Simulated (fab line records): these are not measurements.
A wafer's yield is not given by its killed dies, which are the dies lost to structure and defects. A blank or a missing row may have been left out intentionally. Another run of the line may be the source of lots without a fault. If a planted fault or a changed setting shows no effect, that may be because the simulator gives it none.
What tool caused it?    flow gf180mcu    11 lots with 33 wafers sampled at 2 steps, on a route of 602 steps

== WHAT THE GAUGES READ, wafer by wafer ==
GF_V5_RS_MEAS_24: a four-point-probe measurement.
lot   measured      on             V5_W_RS (ohm/sq)
L520  day 27 22:35  film metro-02  0.323 0.322 0.329
L521  day 28 06:11  film metro-03  0.329 0.323 0.327
L522  day 28 21:30  film metro-03  0.179 0.328 0.328
L523  day 29 09:25  film metro-03  0.179 0.329 0.324
L526  day 30 04:44  film metro-03  0.335 0.341 0.338
L535  day 32 08:04  film metro-03  0.326 0.320 0.326
L536  day 32 11:35  film metro-02  0.322 0.326 0.326
L537  day 32 18:38  film metro-03  0.333 0.328 0.324
L538  day 32 22:59  film metro-02  0.328 0.319 0.328
L539  day 33 05:46  film metro-02  0.330 0.331 0.330
L540  day 33 10:30  film metro-02  0.325 0.323 0.324

== TOOL THAT RAN EACH LOT (tool first, then ch and the chambers of the sampled wafers, then the start) ==
lot   GF_V5_CVD_23
L520  cvd w-01 ch 0,1, day 27 22:27
L521  cvd w-02 ch 0,1, day 28 06:04
L522  cvd w-01 ch 0,1, day 28 21:23
L523  cvd w-01 ch 0,1, day 29 09:19
L526  cvd w-02 ch 1, day 30 04:33
L535  cvd w-01 ch 0,1, day 32 07:56
L536  cvd w-01 ch 0,1, day 32 11:29
L537  cvd w-01 ch 0,1, day 32 18:31
L538  cvd w-01 ch 0,1, day 32 22:52
L539  cvd w-02 ch 1, day 33 05:33
L540  cvd w-01 ch 1, day 33 10:22
- GF_V5_CVD_23: deposits W, target thk 350 nm, time 104.9 s.

== THE ANSWER, worked out from the rows above alone ==
Rule: what is usual is taken from the lots themselves. The widest of any qualifying gaps counts: lots, ordered by their means at a reading, are off when they make up no more than a third of the lots, leave a main group of 4 or more, and stand apart from it by 3 or more times the standard deviation of that group's means. Not used: any main group whose means are identical at the precision the tables above print for the reading. Also off: a lot with no number at a reading for which 4 or more lots have one. Any other lot the step has rows for is counted as sound.
Off: L522, L523, seen at GF_V5_RS_MEAS_24 (V5_W_RS). Main group: mean 0.327 ohm/sq, sd 0.0043.
If a tool, at a process step before that reading, ran all the lots that are off and no sound lot after the first of them, it fits. Gauges at GF_V5_RS_MEAS_24: tried the same way as those tools. No candidate that was tried fits.

== WHAT THE SIMULATOR PUT IN ==
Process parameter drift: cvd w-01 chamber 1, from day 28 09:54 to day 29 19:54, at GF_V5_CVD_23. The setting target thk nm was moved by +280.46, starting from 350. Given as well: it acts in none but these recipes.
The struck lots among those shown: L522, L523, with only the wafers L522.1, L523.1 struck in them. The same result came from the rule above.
